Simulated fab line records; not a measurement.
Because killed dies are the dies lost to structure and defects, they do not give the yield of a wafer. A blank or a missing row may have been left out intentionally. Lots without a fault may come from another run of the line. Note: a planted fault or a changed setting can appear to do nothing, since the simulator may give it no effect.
fab line records -- flow sfq_line -- part 2 of 2: steps 28 to 36 of 36
record: lots: 5, wafers: 15, last_day: 89
route steps=325 shown M1@68 I1@73 M2@88 I2@103
lots untouched by any fault: they come from a run of this same line in which no faults occurred
start_h: start of the lot's first displayed wafer, in hours after the record's first day -- wait_h: hours from the lot's prior step to this one -- " as in the row above -- L1.1+2: one row covering several wafers at once -- - no value, or no start given -- * or withheld: withheld -- < > ~ a bound
route shown NAME@n: NAME is a module with steps in the file, n the number in the route of the first one -- usual: the fault-free wafers' mean and standard deviation -- same: alike in all rows -- chamber/n: place in a boat -- sites: per-site readings -- _std_site: the values' standard deviation -- _edge_site: inner sites' mean taken away from outer sites' mean -- radius_mm: how far each site lies from the wafer's centre -- mask NAME#n: copy n -- behind: tool/chamber where the wafer was last shaped -- hold: why the lot went on hold/how many hours it stayed there/how the hold came to an end -- device: which transistor (n, p or np) failed to switch -- end of line: tests run on the same wafers once the route is complete -- step lacking rows: just its recipe -- killed: at the first sort, the dies lost to defects and structure; wafer yield is something else -- map: the dies of a wafer, with x for killed, . for not killed, _ for no die there
set.NAME: the setting that was run; set.NAME@STEP: the one run at that earlier step -- model.NAME: the simulator's own value behind a step, which no gauge read
lots at some steps of the route; a table a step, a row a wafer
services: from which hour (start_h, from the record's first day; less than 0 if before it) a tool's chamber was out of use, for how many hours, and why
== steps ==
step: SFQ_TRILAYER_M2_LITHO_PEB_060
recipe: peb_temp_c: 115, peb_time_s: 60, resist: KrF
lot.wafer,tool,chamber,start_h,wait_h
L078.3+5+6,litho_track-03,0,576.30,0.7
L080.1+3+6,litho_track-03,0,580.97,1.0
L081.1+2+3,litho_track-01,0,586.91,1.0
L082.1+2+5,litho_track-01,0,632.91,1.0
L089.1+2+4,litho_track-02,0,913.03,1.0
step: SFQ_TRILAYER_M2_LITHO_DEVELOP_059
recipe: time_s: 60, resist: KrF
lot.wafer,tool,chamber,start_h,wait_h
L078.3+5+6,litho_track-03,0,576.45,0.1
L080.1+3+6,litho_track-03,0,581.12,0.1
L081.1+2+3,litho_track-01,0,587.06,0.1
L082.1+2+5,litho_track-01,0,633.06,0.1
L089.1+2+4,litho_track-02,0,913.18,0.1
step: SFQ_M2_OVL_MEAS_916
usual: M2_OVL: -3/4.8
lot.wafer,tool,chamber,start_h,wait_h,M2_OVL[nm]
L078.3,overlay-01,-,576.57,0.1,-8
L078.5,overlay-01,-,576.57,0.1,-2
L078.6,overlay-01,-,576.57,0.1,5
L080.1,overlay-01,-,581.27,0.1,-6
L080.3,overlay-01,-,581.27,0.1,-2
L080.6,overlay-01,-,581.27,0.1,-6
L081.1,overlay-01,-,587.21,0.1,-4
L081.2,overlay-01,-,587.21,0.1,-4
L081.3,overlay-01,-,587.21,0.1,-6
L082.1,overlay-01,-,633.21,0.1,1
L082.2,overlay-01,-,633.21,0.1,-3
L082.5,overlay-01,-,633.21,0.1,1
L089.1,overlay-01,-,913.33,0.1,6
L089.2,overlay-01,-,913.33,0.1,-5
L089.4,overlay-01,-,913.33,0.1,-1
step: SFQ_TRILAYER_M2_BARC_OPEN_METAL_ETCH_077
recipe: mask_material: PR, chemistry: O2, target_depth_nm: 125, target: BARC, icp_w: 600, bias_w: 80, pressure_mtorr: 10, time_s: 41.7
usual: drypump_motor_current_A: 6.0/0.41, he_backside_leak_sccm: 3.5/0.31, oes_product_au: 0.685/0.0044
lot.wafer,tool,chamber,start_h,wait_h,drypump_motor_current_A,he_backside_leak_sccm,oes_product_au,rf_hours_counter_h
L078.3,rie_metal-04,1,576.61,0.0,5.8,3.2,0.682,-
L078.5,rie_metal-04,1,576.61,0.0,5.8,3.1,0.685,-
L078.6,rie_metal-04,0,576.61,0.0,5.1,3.7,0.689,-
L080.1,rie_metal-01,1,581.30,0.0,5.9,3.6,0.690,118
L080.3,rie_metal-01,1,581.30,0.0,5.9,3.7,0.687,-
L080.6,rie_metal-01,1,581.30,0.0,5.9,3.6,0.684,-
L081.1,rie_metal-01,0,587.25,0.0,6.4,3.3,0.688,17
L081.2,rie_metal-01,1,587.25,0.0,5.9,3.6,0.693,119
L081.3,rie_metal-01,0,587.25,0.0,6.4,3.4,0.686,-
L082.1,rie_metal-01,1,633.25,0.0,5.9,3.5,0.682,126
L082.2,rie_metal-01,0,633.25,0.0,6.5,3.6,0.688,24
L082.5,rie_metal-01,0,633.25,0.0,6.5,3.4,0.685,-
L089.1,rie_metal-01,1,913.37,0.0,5.9,3.6,0.680,23
L089.2,rie_metal-01,0,913.37,0.0,6.4,3.8,0.685,70
L089.4,rie_metal-01,0,913.37,0.0,6.4,3.5,0.677,-
step: SFQ_TRILAYER_M2_ETCH_METAL_ETCH_060
recipe: target: Nb, stop_on: SiO2, mask_material: PR, chemistry: Cl2/Ar, target_depth_nm: 240, icp_w: 600, bias_w: 80, pressure_mtorr: 10, time_s: 120
usual: drypump_motor_current_A: 6.0/0.41, he_backside_leak_sccm: 3.43/0.16, oes_product_au: 0.896/0.007
lot.wafer,tool,chamber,start_h,wait_h,drypump_motor_current_A,he_backside_leak_sccm,oes_product_au,rf_hours_counter_h
L078.3,rie_metal-04,1,576.69,0.1,5.8,3.18,0.895,-
L078.5,rie_metal-04,1,576.69,0.1,5.8,3.13,0.898,-
L078.6,rie_metal-04,0,576.69,0.1,5.1,3.52,0.903,-
L080.1,rie_metal-01,1,581.36,0.0,5.9,3.56,0.893,118
L080.3,rie_metal-01,1,581.36,0.0,5.9,3.70,0.906,-
L080.6,rie_metal-01,1,581.36,0.0,5.9,3.50,0.897,-
L081.1,rie_metal-01,0,587.31,0.0,6.5,3.54,0.905,17
L081.2,rie_metal-01,1,587.31,0.0,5.9,3.55,0.901,119
L081.3,rie_metal-01,0,587.31,0.0,6.5,3.45,0.892,-
L082.1,rie_metal-01,1,633.31,0.0,5.9,3.65,0.875,126
L082.2,rie_metal-01,0,633.31,0.0,6.5,3.31,0.897,24
L082.5,rie_metal-01,0,633.31,0.0,6.4,3.35,0.887,-
L089.1,rie_metal-01,1,913.43,0.0,5.9,3.63,0.905,23
L089.2,rie_metal-01,0,913.43,0.0,6.5,3.41,0.895,70
L089.4,rie_metal-01,0,913.43,0.0,6.5,3.35,0.891,-
step: SFQ_TRILAYER_M2_STRIP_STRIP_061
recipe: gas: O2, power_w: 200, platen_temp_c: 40, overash_fraction: 0.65, chemistry: O2, pressure_mtorr: 50
usual: drypump_motor_current_A: 6.0/0.4, he_backside_leak_sccm: 3.46/0.14, oes_product_au: 1.002/0.0076
lot.wafer,tool,chamber,start_h,wait_h,drypump_motor_current_A,he_backside_leak_sccm,oes_product_au,rf_hours_counter_h
L078.3,rie_metal-04,1,576.97,0.2,5.8,3.24,1.005,-
L078.5,rie_metal-04,1,576.97,0.2,5.8,3.22,0.990,-
L078.6,rie_metal-04,0,576.97,0.2,5.1,3.47,0.988,-
L080.1,rie_metal-01,1,581.49,0.1,5.9,3.59,1.009,118
L080.3,rie_metal-01,1,581.49,0.1,5.9,3.32,1.003,-
L080.6,rie_metal-01,1,581.49,0.1,5.9,3.39,1.003,-
L081.1,rie_metal-01,0,587.44,0.1,6.5,3.51,0.987,17
L081.2,rie_metal-01,1,587.44,0.1,5.9,3.44,1.007,119
L081.3,rie_metal-01,0,587.44,0.1,6.4,3.40,0.997,-
L082.1,rie_metal-01,1,633.43,0.1,5.9,3.44,1.001,126
L082.2,rie_metal-01,0,633.43,0.1,6.4,3.61,1.004,24
L082.5,rie_metal-01,0,633.43,0.1,6.5,3.52,1.001,-
L089.1,rie_metal-01,1,913.55,0.1,5.9,3.52,1.017,23
L089.2,rie_metal-01,0,913.55,0.1,6.5,3.60,1.008,70
L089.4,rie_metal-01,0,913.55,0.1,6.5,3.60,1.005,-
step: SFQ_TRILAYER_M2_STRIP_SOLV_CLEAN_062
recipe: chemistry: NMP, temp_c: 70, time_s: 600
usual: temp_c: 69.99/0.11
lot.wafer,tool,chamber,start_h,wait_h,temp_c
L078.3,wet_bench-03,0,577.37,0.2,70.06
L078.5,wet_bench-03,4,577.37,0.2,70.01
L078.6,wet_bench-03,7,577.37,0.2,69.98
L080.1,wet_bench-01,4,582.09,0.4,69.84
L080.3,wet_bench-01,6,582.09,0.4,69.87
L080.6,wet_bench-01,3,582.09,0.4,70.09
L081.1,wet_bench-03,1,588.04,0.4,69.98
L081.2,wet_bench-03,5,588.04,0.4,69.85
L081.3,wet_bench-03,7,588.04,0.4,70.12
L082.1,wet_bench-04,3,634.03,0.4,70.01
L082.2,wet_bench-04,2,634.03,0.4,70.05
L082.5,wet_bench-04,1,634.03,0.4,70.02
L089.1,wet_bench-04,1,914.15,0.4,69.92
L089.2,wet_bench-04,5,914.15,0.4,70.06
L089.4,wet_bench-04,3,914.15,0.4,70.19
step: SFQ_TRILAYER_I2_DEP_PECVD_063
recipe: material: SiO2, temp_c: 150, time_s: 111.11, pressure_torr: 2.4, rf_w: 183.3, precursor: SiH4/N2O, target_thk_nm: 500
usual: heater_power_outer_w: 27/5.8, heater_power_w: 78/11, throttle_valve_pct: 25.8/1.4
lot.wafer,tool,chamber,start_h,wait_h,heater_power_outer_w,heater_power_w,throttle_valve_pct
L078.3,pecvd-01,2,577.72,0.0,23,67,24.3
L078.5,pecvd-01,0,577.72,0.0,32,102,23.3
L078.6,pecvd-01,1,577.72,0.0,23,69,25.2
L080.1,pecvd-03,2,582.26,0.0,20,66,25.1
L080.3,pecvd-03,0,582.26,0.0,16,72,28.2
L080.6,pecvd-03,0,582.26,0.0,19,74,28.0
L081.1,pecvd-03,1,588.21,0.0,30,79,27.4
L081.2,pecvd-03,0,588.21,0.0,20,77,28.2
L081.3,pecvd-03,2,588.21,0.0,30,82,25.1
L082.1,pecvd-03,2,634.21,0.0,28,77,25.2
L082.2,pecvd-03,1,634.21,0.0,31,76,27.1
L082.5,pecvd-03,0,634.21,0.0,14,70,27.8
L089.1,pecvd-03,0,914.33,0.0,24,81,27.9
L089.2,pecvd-03,1,914.33,0.0,31,79,27.2
L089.4,pecvd-03,1,914.33,0.0,31,80,27.2
step: SFQ_TRILAYER_I2_CMP_CMP_064
recipe: material: SiO2, down_force_psi: 3, platen_rpm: 60, pad_velocity_m_s: 0.94248
usual: motor_current_A: 10.0/1.4, slurry_flow_ml_min: 150.0/0.49, time_to_endpoint_s: 217/6.5
lot.wafer,tool,chamber,start_h,wait_h,motor_current_A,slurry_flow_ml_min,time_to_endpoint_s
L078.3,cmp-01,0,583.44,5.7,8.6,150.3,215
L078.5,cmp-01,2,584.44,6.6,12.2,151.0,224
L078.6,cmp-01,3,584.44,6.6,8.2,149.6,215
L080.3,cmp-01,3,585.44,3.1,8.7,150.4,212
L080.1,cmp-01,0,585.44,3.1,8.6,150.7,212
L080.6,cmp-01,0,587.94,5.6,8.9,150.0,221
L081.2,cmp-01,2,591.94,3.7,11.8,149.8,216
L081.3,cmp-01,3,591.94,3.7,9.3,150.0,215
L081.1,cmp-01,0,591.94,3.7,8.6,151.3,209
L082.1,cmp-02,3,637.78,3.5,8.4,149.9,218
L082.2,cmp-02,1,638.78,4.5,9.9,149.9,208
L082.5,cmp-02,3,639.78,5.5,8.3,150.3,219
L089.4,cmp-02,1,935.64,21.2,10.5,149.3,210
L089.2,cmp-02,2,935.64,21.2,12.0,150.5,208
L089.1,cmp-02,3,935.64,21.2,9.1,150.3,208
== services ==
tool,chamber,start_h,hours,kind
cmp-01,-,572.44,4.0,pm
krf_scanner-01,-,594.03,0.8,pm
pvd_sputter-06,-,600.13,3.3,repair
krf_scanner-01,-,612.86,11.6,pm
pvd_sputter-06,-,624.74,5.4,repair
cmp-01,-,624.94,0.7,repair
krf_scanner-01,-,630.41,1.3,pm
rie_diel-04,0,632.68,4.1,repair
krf_scanner-01,-,633.78,0.5,repair
rie_diel-04,3,644.72,5.7,repair
cmp-01,-,648.08,17.9,pm
rie_metal-04,0,679.11,6.2,repair
krf_scanner-01,-,690.37,1.0,pm
rie_metal-04,1,703.01,1.0,repair
rie_metal-01,0,741.76,4.3,repair
krf_scanner-01,-,763.37,0.8,pm
krf_scanner-01,-,806.22,1.3,pm
rie_metal-01,1,814.38,6.8,repair
krf_scanner-01,-,815.08,0.1,repair
krf_scanner-01,-,820.40,2.9,repair
krf_scanner-01,-,823.31,3.6,pm
krf_scanner-01,-,844.86,1.0,pm
krf_scanner-01,-,855.46,1.0,pm
krf_scanner-01,-,932.06,0.8,pm
